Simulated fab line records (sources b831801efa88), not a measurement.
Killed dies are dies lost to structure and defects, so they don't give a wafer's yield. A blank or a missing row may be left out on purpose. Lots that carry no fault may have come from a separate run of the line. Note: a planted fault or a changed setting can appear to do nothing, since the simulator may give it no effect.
Which tool was responsible? + flow gf180mcu + at 1 step of a route of 602, 14 lots with 42 wafers sampled

## WHAT THE GAUGES READ, wafer by wafer
GF_V3_OVL_MEAS_15. Usual: V3_OVL 1 nm, standard deviation 5.4.
| lot  | measured     | on         | V3_OVL (nm) | flag |
|------|--------------|------------|-------------|------|
| L266 | day 22 08:16 | overlay-01 | -3 1 3      |      |
| L267 | day 22 15:29 | overlay-01 | -3 2 2      |      |
| L275 | day 25 15:36 | overlay-01 | 6 4 9       |      |
| L276 | day 25 22:31 | overlay-01 | -3 -5 0     |      |
| L277 | day 26 04:19 | overlay-01 | 5 5 2       |      |
| L279 | day 26 20:28 | overlay-02 | 1 -8 -1     |      |
| L280 | day 27 01:07 | overlay-02 | 11 4 5      |      |
| L281 | day 27 14:22 | overlay-02 | -11 -4 -12  |      |
| L283 | day 27 21:32 | overlay-02 | -8 1 0      |      |
| L284 | day 28 05:05 | overlay-02 | -3 -4 -6    |      |
| L285 | day 28 14:38 | overlay-02 | -6 1 -10    |      |
| L286 | day 28 22:09 | overlay-02 | 5 0 2       |      |
| L288 | day 29 12:22 | overlay-02 | 3 2 0       |      |
| L289 | day 29 20:18 | overlay-02 | -6 -10 -5   |      |

## EACH LOT AND THE TOOL THAT RAN IT (in order: tool; ch and the chambers of the sampled wafers; start)
The record holds no process step before these readings.

## AS READ BY THE TOOLS THEMSELVES (means over the sampled wafers that have a number; for cases with no such wafer, the mark the record gives instead)
The record holds no such reading with a usual standard deviation.

## THE ANSWER, worked out from the rows above alone
Rule: a lot is off if the mean of its wafers that have a number lies more than 3 standard deviations from the usual mean. Also off: a lot with no number at a reading for which 4 or more lots have one. The other lots that the step has rows for count as sound. Order of review: gauges by route order, followed by the tools' own readings, for which a lot's mean as printed above is used. The first step at which some lot is off is used, and at that step the reading that is off furthest; a lot without a number counts as furthest.
No lot is off on any of the readings shown, so nothing can be concluded from this.

## WHAT WAS PUT IN BY THE SIMULATOR
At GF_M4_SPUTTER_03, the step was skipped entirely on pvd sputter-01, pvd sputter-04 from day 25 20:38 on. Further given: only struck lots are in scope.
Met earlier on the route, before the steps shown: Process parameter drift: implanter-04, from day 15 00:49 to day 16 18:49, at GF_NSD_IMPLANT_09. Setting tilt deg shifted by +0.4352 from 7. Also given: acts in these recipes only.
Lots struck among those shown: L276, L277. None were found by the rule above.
